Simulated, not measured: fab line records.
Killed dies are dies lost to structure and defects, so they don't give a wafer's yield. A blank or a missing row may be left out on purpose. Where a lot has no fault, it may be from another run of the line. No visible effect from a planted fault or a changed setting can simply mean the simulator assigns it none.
fab line records	flow gf180mcu
[record] lots = 6	wafers = 18	last_day = 34
route steps=602 shown M3@413
lots that met no fault: taken from a fault-free run of the same line
start_h: hours from the record's opening day to when the first of the lot's shown wafers began	wait_h: time in hours since the lot's previous step	" identical to the entry in the row above	L1.1+2: one row covering several wafers at once	- no value, or no start was given	* or withheld: withheld	< > ~ a bound
route shown NAME@n: NAME is a module with steps in the file, n the number in the route of the first one	usual: mean/standard deviation of fault-free wafers	same: alike in all rows	chamber/n: place in a boat	sites: readings site by site	_std_site: the standard deviation of these	_edge_site: outer sites' mean less inner sites'	radius_mm: how far each site lies from the wafer's centre	mask NAME#n: copy n	behind: the tool/chamber that last shaped the wafer	hold: why the lot was held/for how many hours/how that ended	device: the n, p or np transistor that did not switch	end of line: tests run on the same wafers once the route is complete	step lacking rows: just its recipe	killed: dies that structure and defects cost at the first sort, which is not the same as the wafer's yield	map: a wafer's dies, x killed, . not, _ none there
set.NAME: the setting the step ran with; set.NAME@STEP: the setting that earlier step ran with	model.NAME: the simulator's own value behind a step, which no gauge read
lots seen at some steps along the route; tables by step, rows by wafer
services: a tool's chamber out of use, with start hour (start_h, from the record's first day; less than 0 if before it), hours out, and reason
[[steps]]
[step GF_M3_SPUTTER_04]
[recipe] material = TiN	target_thk_nm = 50	power_w = 6500	time_s = 41.7	chamber_pressure_pa = 0.4
[usual] throttle_valve_pct = 29.4/1.3
lot.wafer	tool	chamber	start_h	wait_h	throttle_valve_pct
L325.2	pvd_sputter-03	-	553.62	0.0	29.2
L325.4	"	-	"	"	31.5
L325.6	"	-	"	"	28.8
L326.1	pvd_sputter-01	-	559.31	0.0	29.0
L326.3	"	-	"	"	26.8
L326.5	"	-	"	"	30.8
L327.2	pvd_sputter-02	-	575.92	0.0	29.1
L327.5	"	-	"	"	29.3
L327.6	"	-	"	"	28.7
L328.1	pvd_sputter-01	-	576.87	0.0	29.2
L328.4	"	-	"	"	27.0
L328.6	"	-	"	"	30.0
L336.1	pvd_sputter-01	-	630.16	0.0	26.9
L336.5	"	-	"	"	31.0
L336.6	"	-	"	"	26.7
L337.1	pvd_sputter-03	-	637.68	0.0	28.9
L337.4	"	-	"	"	28.4
L337.5	"	-	"	"	28.8
[step GF_M3_RS_MEAS_05]
[recipe] thk_meas_gauge = four-point-probe	reads = TiN_of_M3_SPUTTER_04+Ti_of_M3_SPUTTER_03+AlCu_of_M3_SPUTTER_02+TiN_of_M3_SPUTTER_01+Ti_of_M3_SPUTTER_00
[usual] M3_ALCU_RS = 0.0693/0.00073
lot.wafer	tool	chamber	start_h	wait_h	M3_ALCU_RS[ohm/sq]
L325.2	film_metro-02	-	553.68	0.0	0.0694
L325.4	"	-	"	"	0.0702
L325.6	"	-	"	"	0.0691
L326.1	film_metro-02	-	559.35	0.0	0.0696
L326.3	"	-	"	"	0.0682
L326.5	"	-	"	"	0.0691
L327.2	film_metro-02	-	575.98	0.0	0.0692
L327.5	"	-	"	"	0.0692
L327.6	"	-	"	"	0.0691
L328.1	film_metro-04	-	576.91	0.0	0.0706
L328.4	"	-	"	"	0.0690
L328.6	"	-	"	"	0.0701
L336.1	film_metro-04	-	630.20	0.0	0.0683
L336.5	"	-	"	"	0.0682
L336.6	"	-	"	"	0.0680
L337.1	film_metro-04	-	637.72	0.0	0.0692
L337.4	"	-	"	"	0.0702
L337.5	"	-	"	"	0.0687
[step GF_M3_THK_MEAS_06]
[recipe] thk_meas_gauge = xrf	reads = AlCu_of_M3_SPUTTER_02
[usual] M3_ALCU_THK = 454/5.4
lot.wafer	tool	chamber	start_h	wait_h	M3_ALCU_THK[nm]
L325.2	film_metro-02	-	553.79	0.1	453
L325.4	"	-	"	"	449
L325.6	"	-	"	"	454
L326.1	film_metro-02	-	559.47	0.1	449
L326.3	"	-	"	"	457
L326.5	"	-	"	"	455
L327.2	film_metro-02	-	576.09	0.1	457
L327.5	"	-	"	"	456
L327.6	"	-	"	"	459
L328.1	film_metro-04	-	577.03	0.1	444
L328.4	"	-	"	"	456
L328.6	"	-	"	"	449
L336.1	film_metro-04	-	630.32	0.1	462
L336.5	"	-	"	"	462
L336.6	"	-	"	"	464
L337.1	film_metro-04	-	637.84	0.1	454
L337.4	"	-	"	"	447
L337.5	"	-	"	"	456
[step GF_M3_DEHYDRATE_07]
[recipe] temp_c = 200	time_s = 60
[step GF_M3_HMDS_08]
[recipe] prime_time_s = 60	prime_temp_c = 120
[step GF_M3_COAT_09]
[recipe] resist = KrF	spin_rpm = withheld	resist_thk_nm = 1015
[step GF_M3_SOFTBAKE_10]
[recipe] temp_c = 130	time_s = 60	resist = KrF
[step GF_M3_EXPOSE_11]
[recipe] mask_id = Metal3	target_cd_nm = 280	na = 0.68	source_shape = conventional	sigma_outer = 0.6	dose_mj = 28
[step GF_M3_PEB_12]
[recipe] peb_temp_c = 135	peb_time_s = 90	resist = KrF
[step GF_M3_DEVELOP_13]
[recipe] develop_time_s = 60	dev_temp_c = 21
[step GF_M3_CD_MEAS_14]
[recipe] target_cd_nm = 280
[usual] cd_nm = 279.7/1.2
lot.wafer	tool	chamber	start_h	wait_h	cd_nm
L325.2	cd_sem-01	-	575.01	0.1	279.4
L325.4	"	-	"	"	279.7
L325.6	"	-	"	"	279.5
L326.1	cd_sem-01	-	580.48	0.1	280.2
L326.3	"	-	"	"	280.4
L326.5	"	-	"	"	281.2
L327.2	cd_sem-02	-	596.96	0.1	281.3
L327.5	"	-	"	"	280.2
L327.6	"	-	"	"	279.3
L328.1	cd_sem-02	-	598.50	0.1	278.0
L328.4	"	-	"	"	278.5
L328.6	"	-	"	"	279.7
L336.1	cd_sem-01	-	650.59	0.1	279.2
L336.5	"	-	"	"	280.2
L336.6	"	-	"	"	279.8
L337.1	cd_sem-01	-	657.44	0.1	280.8
L337.4	"	-	"	"	280.0
L337.5	"	-	"	"	282.7
[step GF_M3_OVL_MEAS_15]
[usual] M3_OVL = -2/4.9
lot.wafer	tool	chamber	start_h	wait_h	M3_OVL[nm]
L325.2	overlay-01	-	575.11	0.1	1
L325.4	"	-	"	"	-1
L325.6	"	-	"	"	-3
L326.1	overlay-01	-	580.60	0.1	-3
L326.3	"	-	"	"	3
L326.5	"	-	"	"	0
L327.2	overlay-02	-	597.07	0.1	-8
L327.5	"	-	"	"	-3
L327.6	"	-	"	"	-13
L328.1	overlay-01	-	598.62	0.1	-4
L328.4	"	-	"	"	-4
L328.6	"	-	"	"	0
L336.1	overlay-02	-	650.71	0.1	6
L336.5	"	-	"	"	5
L336.6	"	-	"	"	1
L337.1	overlay-02	-	657.56	0.1	-2
L337.4	"	-	"	"	-2
L337.5	"	-	"	"	2
[step GF_M3_METAL_ETCH_16]
[recipe] chemistry = Cl2/BCl3	mask_material = KrF	target_depth_nm = 627.5	stop_on = SiO2	pressure_mtorr = 8	icp_w = 800	bias_w = 140	Cl2_flow_sccm = 80	bcl3_flow_sccm = 40	time_s = 104.6
[usual] bcl3_flow_sccm = 39.98/0.13	bias_w = 140.0/0.36	drypump_motor_current_A = 5.8/0.5	oes_product_au = 0.971/0.0056	throttle_valve_pct = 28.251/0.01
lot.wafer	tool	chamber	start_h	wait_h	bcl3_flow_sccm	bias_w	drypump_motor_current_A	oes_product_au	rf_hours_counter_h	throttle_valve_pct	model.KrF_of_M3_COAT_09.thk_nm
L325.2	rie_metal-03	1	575.14	0.0	39.87	139.8	5.1	0.969	0.8	28.252	749.8
L325.4	"	1	"	"	39.90	139.7	5.1	0.968	-	28.267	754.2
L325.6	"	0	"	"	39.99	139.8	5.6	0.975	-	28.241	747.1
L326.1	rie_metal-03	0	580.64	0.0	-	-	-	-	-	-	1003
L326.3	"	0	"	"	-	-	-	-	-	-	1004
L326.5	"	0	"	"	-	-	-	-	-	-	1002
L327.2	rie_metal-04	1	597.10	0.0	-	-	-	-	-	-	1003
L327.5	"	0	"	"	-	-	-	-	-	-	1001
L327.6	"	1	"	"	-	-	-	-	-	-	999.1
L328.1	rie_metal-03	0	598.66	0.0	39.97	139.9	5.6	0.976	8.6	28.235	746.2
L328.4	"	0	"	"	39.92	140.0	5.5	0.975	-	28.238	745.9
L328.6	"	1	"	"	39.89	140.0	5.1	0.969	-	28.252	751.3
L336.1	rie_metal-03	0	650.75	0.0	40.14	140.2	5.6	0.977	10.2	28.252	746.5
L336.5	"	0	"	"	39.98	140.0	5.6	0.982	-	28.257	750.3
L336.6	"	1	"	"	40.19	139.5	5.1	0.975	-	28.253	753.9
L337.1	rie_metal-01	0	657.60	0.0	39.96	140.5	6.6	0.975	9.6	28.237	761.5
L337.4	"	1	"	"	39.89	140.3	5.8	0.977	-	28.260	759.5
L337.5	"	0	"	"	39.86	139.8	6.6	0.976	-	28.240	762.3
[step GF_M3_STRIP_17]
[recipe] chemistry = O2/N2	power_w = 1400	pressure_mtorr = 1500	platen_temp_c = 250	o2_flow_sccm = 3000	n2_flow_sccm = 300	overash_fraction = 0.5
[usual] drypump_motor_current_A = 5.8/0.42	heater_power_w = 304/9.5	oes_product_au = 0.565/0.0048	strip_time_to_endpoint_s = 8.05/0.045
lot.wafer	tool	chamber	start_h	wait_h	drypump_motor_current_A	heater_power_w	oes_product_au	rf_hours_counter_h	strip_time_to_endpoint_s
L325.2	plasma_asher-03	0	575.26	0.1	6.5	288	0.566	89	8.02
L325.4	"	0	"	"	6.5	303	0.564	-	8.07
L325.6	"	0	"	"	6.5	300	0.566	-	7.97
L326.1	plasma_asher-03	0	580.75	0.1	6.5	304	0.665	90	10.39
L326.3	"	0	"	"	6.5	310	0.662	-	10.39
L326.5	"	1	"	"	6.1	297	0.662	-	10.37
L327.2	plasma_asher-01	0	597.21	0.1	5.4	315	0.672	52	10.37
L327.5	"	0	"	"	5.4	318	0.665	-	10.36
L327.6	"	1	"	"	5.7	306	0.662	-	10.33
L328.1	plasma_asher-03	0	598.77	0.1	6.5	306	0.569	92	7.98
L328.4	"	1	"	"	6.2	290	0.562	-	7.98
L328.6	"	0	"	"	6.5	297	0.567	-	8.02
L336.1	plasma_asher-02	1	650.86	0.1	5.3	318	0.567	23	7.98
L336.5	"	0	"	"	5.5	306	0.563	-	8.02
L336.6	"	1	"	"	5.3	318	0.567	-	8.04
L337.1	plasma_asher-02	0	657.71	0.1	5.5	298	0.571	24	8.14
L337.4	"	0	"	"	5.6	302	0.572	-	8.10
L337.5	"	1	"	"	5.3	310	0.571	-	8.15
[step GF_M3_STRIP_18]
[recipe] chemistry = post_etch_residue_remover	time_s = 1200	temp_c = 72.5
[[services]]
tool	chamber	start_h	hours	kind
pvd_sputter-02	-	535.58	4.0	repair
pvd_sputter-03	-	540.14	2.9	repair
pvd_sputter-03	2	566.32	-	consumable_replace:kit
pvd_sputter-03	2	566.32	18.0	scheduled_down
pvd_sputter-03	2	566.32	18.0	vent_cycle
plasma_asher-02	-	579.02	7.9	repair
pvd_sputter-01	3	612.72	-	consumable_replace:kit
pvd_sputter-01	3	612.72	18.0	scheduled_down
pvd_sputter-01	3	612.72	18.0	vent_cycle
plasma_asher-03	-	636.98	1.5	repair
pvd_sputter-02	-	648.71	3.1	repair
rie_metal-03	-	655.51	1.4	pm
plasma_asher-01	-	656.39	4.3	pm
[[key]]
[first_sign] step = GF_M3_METAL_ETCH_16	reading = tool_record	direction = missing
[effect] step = GF_M3_STRIP_17	reading = strip_time_to_endpoint_s	direction = up	sigmas = 52	usual = *	struck = *
[model_effect] step = GF_M3_METAL_ETCH_16	value = KrF_of_M3_COAT_09.thk_nm	without = 752.4	struck = 1002
met_at GF_M3_METAL_ETCH_16
struck_wafers L326.1,L326.3,L326.5,L327.2,L327.5,L327.6
later_rows_left_out L326.1,L326.3,L326.5,L327.2,L327.5,L327.6
sort_left_out L326.1,L326.3,L326.5,L327.2,L327.5,L327.6
onset_between 575.14 580.64
[fault] kind = skipped_step_whole	tool = rie_metal-03,rie_metal-04	chamber = -	onset_h = 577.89	steps = GF_M3_METAL_ETCH_16	scope = struck_lots_only
// sort_left_out: the simulated sort isn't trusted on such a fault, so these wafers' sort isn't shown, and their yield isn't known
// later_rows_left_out: the simulator's readings of these wafers behind a module that went badly wrong aren't trusted and aren't shown, but for the sort
